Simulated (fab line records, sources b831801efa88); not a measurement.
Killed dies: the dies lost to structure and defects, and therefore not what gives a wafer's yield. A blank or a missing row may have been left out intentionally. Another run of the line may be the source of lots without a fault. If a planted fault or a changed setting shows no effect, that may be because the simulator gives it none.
fab line records -- flow sky130
record: lots: 6, wafers: 18, last_day: 50
route steps=708 shown VT_ADJUST_NCORE@121 VT_ADJUST_HVTR@131 PAD_OPEN@708
lots with no fault: from the same line, run without faults
start_h: start of the lot's first displayed wafer, in hours after the record's first day -- wait_h: time in hours since the lot's previous step -- " the same as in the row above -- L1.1+2: several wafers, shown together as one row -- - either no value or no given start -- * or withheld: withheld -- < > ~ a bound
route shown NAME@n: a module of which the file shows steps, and the number in the route of the first -- usual: mean/standard deviation of fault-free wafers -- same: alike in all rows -- chamber/n: place in a boat -- sites: per-site readings -- _std_site: their standard deviation -- _edge_site: outer sites' mean less inner sites' -- radius_mm: how far each site lies from the wafer's centre -- mask NAME#n: copy n -- behind: the tool/chamber that last shaped the wafer -- hold: why the lot was held/for how many hours/how that ended -- device: names the non-switching transistor (n, p or np) -- end of line: the same wafers' tests at the end of the route -- step lacking rows: just its recipe -- killed: not the wafer's yield, but the dies lost to structure and defects at the first sort -- map: per-die view of a wafer (x killed, . not killed, _ where there is no die)
set.NAME: the run value of the setting; set.NAME@STEP: its run value at that earlier step -- model.NAME: the simulator's own value behind a step, which no gauge read
certain route steps with their lots: each step a table, each wafer a row
services: a tool's chamber out of use, with start hour (start_h, from the record's first day; less than 0 if before it), hours out, and reason
== steps ==
step: SKY_VT_ADJUST_NCORE_COAT_02
recipe: resist: NOVOLAK, spin_rpm: 3000, resist_thk_nm: 1140
step: SKY_VT_ADJUST_NCORE_SOFTBAKE_03
recipe: temp_c: 90, time_s: 60, resist: NOVOLAK
step: SKY_VT_ADJUST_NCORE_EXPOSE_04
recipe: mask_id: LVTN_COMPLEMENT_THIN, na: 0.6, source_shape: conventional, sigma_outer: 0.6, polarization: unpolarized, target_cd_nm: 380, dose_mj: 139
step: SKY_VT_ADJUST_NCORE_PEB_05
recipe: temp_c: withheld, time_s: *, resist: NOVOLAK
step: SKY_VT_ADJUST_NCORE_DEVELOP_06
recipe: resist: NOVOLAK, developer: TMAH, develop_time_s: 58.31, dev_temp_c: 23
step: SKY_VT_ADJUST_NCORE_CD_MEAS_07
recipe: target_cd_nm: 380
usual: cd_nm: 379/3.4
lot.wafer,tool,chamber,start_h,wait_h,cd_nm
L395.3,cd_sem-02,-,203.10,0.1,383
L395.4,cd_sem-02,-,203.10,0.1,385
L395.5,cd_sem-02,-,203.10,0.1,385
L405.1,cd_sem-02,-,273.88,0.1,380
L405.5,cd_sem-02,-,273.88,0.1,382
L405.6,cd_sem-02,-,273.88,0.1,378
L408.2,cd_sem-02,-,288.80,0.1,378
L408.3,cd_sem-02,-,288.80,0.1,381
L408.6,cd_sem-02,-,288.80,0.1,379
L409.1,cd_sem-01,-,290.63,0.1,379
L409.2,cd_sem-01,-,290.63,0.1,379
L409.5,cd_sem-01,-,290.63,0.1,379
L413.3,cd_sem-02,-,326.51,0.1,375
L413.5,cd_sem-02,-,326.51,0.1,378
L413.6,cd_sem-02,-,326.51,0.1,379
L417.2,cd_sem-02,-,346.25,0.1,381
L417.3,cd_sem-02,-,346.25,0.1,382
L417.6,cd_sem-02,-,346.25,0.1,379
step: SKY_VT_ADJUST_NCORE_OVL_MEAS_08
usual: VT_ADJUST_NCORE_OVL: 0.2/1.2
lot.wafer,tool,chamber,start_h,wait_h,VT_ADJUST_NCORE_OVL[nm]
L395.3,overlay-01,-,203.19,0.1,0.1
L395.4,overlay-01,-,203.19,0.1,-1.2
L395.5,overlay-01,-,203.19,0.1,-1.1
L405.1,overlay-02,-,274.00,0.1,1.6
L405.5,overlay-02,-,274.00,0.1,0.3
L405.6,overlay-02,-,274.00,0.1,0.2
L408.2,overlay-01,-,288.90,0.1,0.9
L408.3,overlay-01,-,288.90,0.1,-0.9
L408.6,overlay-01,-,288.90,0.1,-0.9
L409.1,overlay-02,-,290.75,0.1,-0.6
L409.2,overlay-02,-,290.75,0.1,-1.3
L409.5,overlay-02,-,290.75,0.1,0.1
L413.3,overlay-02,-,326.61,0.1,0.4
L413.5,overlay-02,-,326.61,0.1,1.1
L413.6,overlay-02,-,326.61,0.1,1.0
L417.2,overlay-01,-,346.36,0.1,0.4
L417.3,overlay-01,-,346.36,0.1,-0.9
L417.6,overlay-01,-,346.36,0.1,0.2
step: SKY_VT_ADJUST_NCORE_IMPLANT_09
recipe: species: B, energy_kev: 10, dose_cm2: 2.4e+12, tilt_deg: withheld
step: SKY_VT_ADJUST_NCORE_STRIP_10
recipe: chemistry: O2/N2, power_w: 1400, pressure_mtorr: 1500, platen_temp_c: withheld, o2_flow_sccm: 3000, n2_flow_sccm: 300, overash_fraction: 0.5
usual: drypump_motor_current_A: 5.8/0.39, n2_flow_sccm: 300.0/0.78, oes_product_au: 0.716/0.0045, strip_time_to_endpoint_s: 14.17/0.035
lot.wafer,tool,chamber,start_h,wait_h,drypump_motor_current_A,n2_flow_sccm,oes_product_au,rf_hours_counter_h,strip_time_to_endpoint_s
L395.3,plasma_asher-04,0,203.40,0.1,6.0,299.3,0.715,-,14.17
L395.4,plasma_asher-04,1,203.40,0.1,5.4,299.1,0.716,-,14.18
L395.5,plasma_asher-04,1,203.40,0.1,5.3,300.0,0.713,-,14.12
L405.1,plasma_asher-03,1,274.18,0.1,6.0,299.7,0.717,46,14.16
L405.5,plasma_asher-03,0,274.18,0.1,6.5,300.6,0.707,-,14.13
L405.6,plasma_asher-03,1,274.18,0.1,6.1,299.1,0.713,-,14.14
L408.2,plasma_asher-04,1,289.08,0.1,5.3,300.8,0.726,60,14.13
L408.3,plasma_asher-04,0,289.08,0.1,6.0,299.9,0.723,-,14.14
L408.6,plasma_asher-04,1,289.08,0.1,5.3,300.7,0.718,-,14.11
L409.1,plasma_asher-03,1,290.93,0.1,6.1,301.5,0.722,48,14.22
L409.2,plasma_asher-03,0,290.93,0.1,6.5,297.6,0.715,48,14.18
L409.5,plasma_asher-03,0,290.93,0.1,6.5,299.3,0.720,-,14.21
L413.3,plasma_asher-04,1,326.81,0.1,5.4,299.5,0.716,-,14.12
L413.5,plasma_asher-04,0,326.81,0.1,6.1,299.5,0.719,-,14.11
L413.6,plasma_asher-04,1,326.81,0.1,5.4,299.7,0.715,-,14.15
L417.2,plasma_asher-04,1,346.54,0.1,5.4,300.4,0.707,67,14.21
L417.3,plasma_asher-04,0,346.54,0.1,6.1,300.3,0.714,-,14.20
L417.6,plasma_asher-04,0,346.54,0.1,6.1,301.1,0.712,-,14.18
step: SKY_VT_ADJUST_NCORE_TW_MEAS_11
usual: VT_ADJUST_NCORE_TW: 219.9/2.2
lot.wafer,tool,chamber,start_h,wait_h,VT_ADJUST_NCORE_TW
L395.3,film_metro-02,-,203.48,0.1,222.9
L395.4,film_metro-02,-,203.48,0.1,222.6
L395.5,film_metro-02,-,203.48,0.1,223.1
L405.1,film_metro-02,-,274.28,0.1,221.5
L405.5,film_metro-02,-,274.28,0.1,221.1
L405.6,film_metro-02,-,274.28,0.1,220.6
L408.2,film_metro-03,-,289.19,0.1,219.2
L408.3,film_metro-03,-,289.19,0.1,217.6
L408.6,film_metro-03,-,289.19,0.1,216.5
L409.1,film_metro-03,-,291.03,0.1,217.8
L409.2,film_metro-03,-,291.03,0.1,218.6
L409.5,film_metro-03,-,291.03,0.1,217.1
L413.3,film_metro-01,-,326.90,0.1,219.6
L413.5,film_metro-01,-,326.90,0.1,219.7
L413.6,film_metro-01,-,326.90,0.1,220.2
L417.2,film_metro-02,-,346.65,0.1,223.3
L417.3,film_metro-02,-,346.65,0.1,222.8
L417.6,film_metro-02,-,346.65,0.1,222.4
step: SKY_VT_ADJUST_HVTR_DEHYDRATE_00
recipe: temp_c: 200, time_s: 60
step: SKY_VT_ADJUST_HVTR_HMDS_01
recipe: prime_time_s: 60, prime_temp_c: 120
step: SKY_VT_ADJUST_HVTR_COAT_02
recipe: resist: NOVOLAK, spin_rpm: 3000, resist_thk_nm: 1140
usual: spin_speed_rpm: 3000.0/1.7
lot.wafer,tool,chamber,start_h,wait_h,spin_speed_rpm,model.NOVOLAK_of_VT_ADJUST_HVTR_COAT_02.thk_nm
L395.3,litho_track-04,0,213.71,0.1,3001.0,1138
L395.4,litho_track-04,0,213.71,0.1,3000.3,1138
L395.5,litho_track-04,0,213.71,0.1,3002.2,1140
L405.1,litho_track-01,0,285.88,0.1,3001.9,1140
L405.5,litho_track-01,0,285.88,0.1,2999.5,1140
L405.6,litho_track-01,0,285.88,0.1,3001.0,1142
L408.2,litho_track-03,0,301.28,0.1,3002.4,1142
L408.3,litho_track-03,0,301.28,0.1,3001.0,1140
L408.6,litho_track-03,0,301.28,0.1,2999.9,1139
L409.1,litho_track-01,0,302.98,0.1,3113.8,1122
L409.2,litho_track-01,0,302.98,0.1,3112.6,1116
L409.5,litho_track-01,0,302.98,0.1,3115.1,1118
L413.3,litho_track-01,0,338.38,0.1,3111.0,1114
L413.5,litho_track-01,0,338.38,0.1,3113.6,1113
L413.6,litho_track-01,0,338.38,0.1,3111.1,1118
L417.2,litho_track-04,0,360.73,0.1,3000.7,1143
L417.3,litho_track-04,0,360.73,0.1,3000.0,1144
L417.6,litho_track-04,0,360.73,0.1,3000.9,1146
step: SKY_VT_ADJUST_HVTR_SOFTBAKE_03
recipe: temp_c: 90, time_s: 60, resist: NOVOLAK
step: SKY_VT_ADJUST_HVTR_EXPOSE_04
recipe: mask_id: HVTRM, target_cd_nm: 380, na: 0.6, source_shape: conventional, sigma_outer: 0.6, dose_mj: 150
step: SKY_VT_ADJUST_HVTR_PEB_05
recipe: temp_c: withheld, time_s: *, resist: NOVOLAK
step: SKY_VT_ADJUST_HVTR_DEVELOP_06
recipe: develop_time_s: 60, dev_temp_c: 23
lot.wafer,tool,chamber,start_h,wait_h,model.NOVOLAK_of_VT_ADJUST_HVTR_COAT_02.thk_nm
L395.3+4,litho_track-01,0,225.13,0.1,1138
L395.5,litho_track-01,0,225.13,0.1,1140
L405.1,litho_track-03,0,298.81,0.1,1140
L405.5,litho_track-03,0,298.81,0.1,1139
L405.6,litho_track-03,0,298.81,0.1,1142
L408.2,litho_track-04,0,313.78,0.1,1141
L408.3,litho_track-04,0,313.78,0.1,1140
L408.6,litho_track-04,0,313.78,0.1,1139
L409.1,litho_track-01,0,316.08,0.1,1122
L409.2,litho_track-01,0,316.08,0.1,1116
L409.5,litho_track-01,0,316.08,0.1,1118
L413.3,litho_track-03,0,351.61,0.1,1114
L413.5,litho_track-03,0,351.61,0.1,1112
L413.6,litho_track-03,0,351.61,0.1,1117
L417.2,litho_track-03,0,374.13,0.1,1142
L417.3,litho_track-03,0,374.13,0.1,1143
L417.6,litho_track-03,0,374.13,0.1,1145
step: SKY_VT_ADJUST_HVTR_CD_MEAS_07
recipe: target_cd_nm: 380
usual: cd_nm: 379.8/2.3
lot.wafer,tool,chamber,start_h,wait_h,cd_nm
L395.3,cd_sem-01,-,225.27,0.1,376.0
L395.4,cd_sem-01,-,225.27,0.1,378.8
L395.5,cd_sem-01,-,225.27,0.1,377.1
L405.1,cd_sem-01,-,298.96,0.1,376.3
L405.5,cd_sem-01,-,298.96,0.1,377.4
L405.6,cd_sem-01,-,298.96,0.1,376.0
L408.2,cd_sem-02,-,313.93,0.1,381.8
L408.3,cd_sem-02,-,313.93,0.1,381.6
L408.6,cd_sem-02,-,313.93,0.1,382.9
L409.1,cd_sem-01,-,316.23,0.1,380.3
L409.2,cd_sem-01,-,316.23,0.1,381.7
L409.5,cd_sem-01,-,316.23,0.1,380.3
L413.3,cd_sem-01,-,351.84,0.2,380.8
L413.5,cd_sem-01,-,351.84,0.2,383.9
L413.6,cd_sem-01,-,351.84,0.2,383.7
L417.2,cd_sem-01,-,374.28,0.1,377.8
L417.3,cd_sem-01,-,374.28,0.1,378.0
L417.6,cd_sem-01,-,374.28,0.1,379.4
step: SKY_VT_ADJUST_HVTR_OVL_MEAS_08
usual: VT_ADJUST_HVTR_OVL: 0.8/1.3
lot.wafer,tool,chamber,start_h,wait_h,VT_ADJUST_HVTR_OVL[nm]
L395.3,overlay-01,-,225.36,0.1,1.3
L395.4,overlay-01,-,225.36,0.1,0.3
L395.5,overlay-01,-,225.36,0.1,2.4
L405.1,overlay-01,-,299.08,0.1,1.1
L405.5,overlay-01,-,299.08,0.1,2.4
L405.6,overlay-01,-,299.08,0.1,3.1
L408.2,overlay-02,-,314.03,0.1,2.7
L408.3,overlay-02,-,314.03,0.1,2.5
L408.6,overlay-02,-,314.03,0.1,1.6
L409.1,overlay-02,-,316.35,0.1,1.8
L409.2,overlay-02,-,316.35,0.1,0.7
L409.5,overlay-02,-,316.35,0.1,1.0
L413.3,overlay-01,-,351.93,0.1,-1.5
L413.5,overlay-01,-,351.93,0.1,-1.1
L413.6,overlay-01,-,351.93,0.1,-0.9
L417.2,overlay-02,-,374.38,0.1,0.3
L417.3,overlay-02,-,374.38,0.1,0.9
L417.6,overlay-02,-,374.38,0.1,2.7
step: SKY_VT_ADJUST_HVTR_IMPLANT_09
recipe: species: B, energy_kev: 10, dose_cm2: 2.1e+12, tilt_deg: withheld
step: SKY_VT_ADJUST_HVTR_STRIP_10
recipe: chemistry: O2/N2, power_w: 1400, pressure_mtorr: 1500, platen_temp_c: withheld, o2_flow_sccm: 3000, n2_flow_sccm: 300, overash_fraction: 0.5
usual: drypump_motor_current_A: 5.69/0.28, n2_flow_sccm: 300.0/0.87, oes_product_au: 0.715/0.0046, strip_time_to_endpoint_s: 14.18/0.034
lot.wafer,tool,chamber,start_h,wait_h,drypump_motor_current_A,n2_flow_sccm,oes_product_au,rf_hours_counter_h,strip_time_to_endpoint_s
L395.3,plasma_asher-04,0,225.57,0.1,6.04,300.9,0.720,-,14.15
L395.4,plasma_asher-04,1,225.57,0.1,5.35,298.7,0.717,-,14.15
L395.5,plasma_asher-04,0,225.57,0.1,6.05,300.3,0.714,-,14.18
L405.1,plasma_asher-02,0,299.26,0.1,5.57,299.1,0.704,58,14.20
L405.5,plasma_asher-02,1,299.26,0.1,5.57,300.8,0.709,-,14.17
L405.6,plasma_asher-02,0,299.26,0.1,5.59,298.9,0.707,-,14.22
L408.2,plasma_asher-02,0,314.21,0.1,5.60,300.0,0.724,60,14.19
L408.3,plasma_asher-02,0,314.21,0.1,5.59,300.5,0.704,-,14.17
L408.6,plasma_asher-02,0,314.21,0.1,5.61,300.0,0.704,-,14.17
L409.1,plasma_asher-02,0,316.54,0.1,5.55,299.5,0.710,60,13.97
L409.2,plasma_asher-02,1,316.54,0.1,5.57,299.9,0.709,60,13.91
L409.5,plasma_asher-02,1,316.54,0.1,5.59,299.5,0.712,-,13.92
L413.3,plasma_asher-02,0,352.14,0.1,5.60,299.5,0.721,-,13.87
L413.5,plasma_asher-02,1,352.14,0.1,5.59,300.0,0.707,-,13.86
L413.6,plasma_asher-02,0,352.14,0.1,5.59,299.6,0.712,-,13.91
L417.2,plasma_asher-01,1,374.56,0.1,6.23,301.4,0.716,24,14.21
L417.3,plasma_asher-01,1,374.56,0.1,6.22,300.9,0.719,-,14.22
L417.6,plasma_asher-01,1,374.56,0.1,6.20,300.9,0.718,-,14.25
step: SKY_VT_ADJUST_HVTR_TW_MEAS_11
usual: VT_ADJUST_HVTR_TW: 212.7/1.5
lot.wafer,tool,chamber,start_h,wait_h,VT_ADJUST_HVTR_TW
L395.3,film_metro-01,-,225.66,0.1,211.0
L395.4,film_metro-01,-,225.66,0.1,212.0
L395.5,film_metro-01,-,225.66,0.1,210.7
L405.1,film_metro-01,-,299.36,0.1,211.4
L405.5,film_metro-01,-,299.36,0.1,210.9
L405.6,film_metro-01,-,299.36,0.1,210.4
L408.2,film_metro-04,-,314.32,0.1,212.5
L408.3,film_metro-04,-,314.32,0.1,213.8
L408.6,film_metro-04,-,314.32,0.1,211.8
L409.1,film_metro-04,-,316.64,0.1,211.9
L409.2,film_metro-04,-,316.64,0.1,212.4
L409.5,film_metro-04,-,316.64,0.1,213.7
L413.3,film_metro-04,-,352.23,0.1,211.4
L413.5,film_metro-04,-,352.23,0.1,212.5
L413.6,film_metro-04,-,352.23,0.1,212.0
L417.2,film_metro-02,-,374.67,0.1,213.4
L417.3,film_metro-02,-,374.67,0.1,213.6
L417.6,film_metro-02,-,374.67,0.1,215.1
step: SKY_PAD_OPEN_PROBE_99
usual: killed_at_M0_to_M3: 44/6.8, killed_at_M4_up: 3.1/1.8, killed_at_contacts: 25/5.2, killed_at_front_end: 15/4.1, killed_at_other: 0.3/0.62, killed_dies: 88/9.4, killed_open: 48/7.1, killed_short: 40/6.1
same: gross_dies: 492, killed_at_back_side: 0
lot.wafer,tool,chamber,start_h,wait_h,killed_at_M0_to_M3,killed_at_M4_up,killed_at_contacts,killed_at_front_end,killed_at_other,killed_dies,killed_open,killed_short
L395.3,prober-01,-,1090.48,0.2,39,2,26,18,0,85,39,44
L395.4,prober-01,-,1090.53,0.2,42,3,29,19,0,93,53,40
L395.5,prober-01,-,1090.58,0.2,43,1,14,13,1,72,34,38
L408.2,prober-02,-,1158.03,0.1,44,1,27,10,3,85,43,39
L408.3,prober-02,-,1158.08,0.2,37,4,27,15,0,83,41,42
L408.6,prober-02,-,1158.23,0.2,26,3,24,25,1,79,35,44
killed by level:class
L395.3 METAL1:geometric_particle:short=11 LI_CONTACT:geometric_particle:open=8 CONTACT:geometric_particle:open=8 VIA1:geometric_particle:open=8 VIA1:geometric_particle:short=5 VIA3:geometric_particle:open=5 FIELD_ISO:geometric_particle:short=4 POLY_GATE:geometric_particle:short=4
L395.4 CONTACT:geometric_particle:short=11 VIA1:geometric_particle:open=10 POLY_GATE:geometric_particle:open=8 LI_CONTACT:geometric_particle:open=8 CONTACT:geometric_particle:open=7 METAL1:geometric_particle:short=7 VIA3:geometric_particle:open=7 VIA2:geometric_particle:open=6
L395.5 METAL1:geometric_particle:short=9 VIA1:geometric_particle:open=6 METAL2:geometric_particle:short=6 VIA2:geometric_particle:open=6 POLY_GATE:geometric_particle:short=5 CONTACT:geometric_particle:open=5 VIA3:geometric_particle:open=5 VIA2:geometric_particle:short=5
L408.2 LI_CONTACT:geometric_particle:open=8 VIA1:geometric_particle:open=8 METAL1:geometric_particle:short=6 LI_CONTACT:geometric_particle:short=6 VIA1:geometric_particle:short=5 LOCAL_INTERCONNECT:geometric_particle:short=5 CONTACT:geometric_particle:open=5 VIA2:geometric_particle:open=5
L408.3 CONTACT:geometric_particle:short=11 VIA2:geometric_particle:open=10 LI_CONTACT:geometric_particle:open=8 CONTACT:geometric_particle:open=5 VIA3:geometric_particle:open=5 METAL3:geometric_particle:short=5 POLY_GATE:geometric_particle:short=4 METAL1:geometric_particle:short=4
L408.6 FIELD_ISO:geometric_particle:short=8 VIA3:geometric_particle:open=6 POLY_GATE:geometric_particle:short=5 LI_CONTACT:geometric_particle:short=5 LOCAL_INTERCONNECT:geometric_particle:short=5 CONTACT:geometric_particle:open=5 METAL1:geometric_particle:short=5 FIELD_ISO:geometric_particle:open=4
== services ==
tool,chamber,start_h,hours,kind
plasma_asher-03,-,199.98,0.7,repair
plasma_asher-02,-,205.67,11.1,repair
litho_track-04,-,210.44,-,consumable_replace:filter
plasma_asher-03,-,212.78,2.8,pm
plasma_asher-02,-,239.21,16.2,repair
plasma_asher-03,-,247.36,3.9,repair
plasma_asher-01,-,294.22,22.6,pm
plasma_asher-01,-,328.56,1.8,repair
plasma_asher-01,-,338.41,5.7,repair
== key ==
first_sign: step: SKY_VT_ADJUST_HVTR_COAT_02, reading: spin_speed_rpm, direction: up, sigmas: 67, usual: 3000.0, struck: 3112.9
effect: step: SKY_VT_ADJUST_HVTR_STRIP_10, reading: strip_time_to_endpoint_s, direction: down, sigmas: 8, usual: *, struck: *
model_effect: step: SKY_VT_ADJUST_HVTR_COAT_02, value: NOVOLAK_of_VT_ADJUST_HVTR_COAT_02.thk_nm, without: 1138, struck: 1117
model_effect: step: SKY_VT_ADJUST_HVTR_DEVELOP_06, value: NOVOLAK_of_VT_ADJUST_HVTR_COAT_02.thk_nm, without: 1137, struck: 1116
met_at SKY_VT_ADJUST_HVTR_COAT_02
struck_wafers L409.1,L409.2,L409.5,L413.3,L413.5,L413.6
tester_left_out L409,L413
onset_between 285.88 302.98
fault: kind: process_parameter_drift, tool: litho_track-01, chamber: -, onset_h: 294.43, steps: SKY_VT_ADJUST_HVTR_COAT_02, channel: spin_rpm, offset: 113, shape: step, end_h: 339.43, acts_in: these_recipes_only, stated: 3000
tester_left_out: of these lots the tester's yield and bins aren't shown, on N5 and GAA mostly nor the transistor test; their killed dies are dies lost to structure and defects alone, not to doping, threshold or leakage, so they don't give the yield
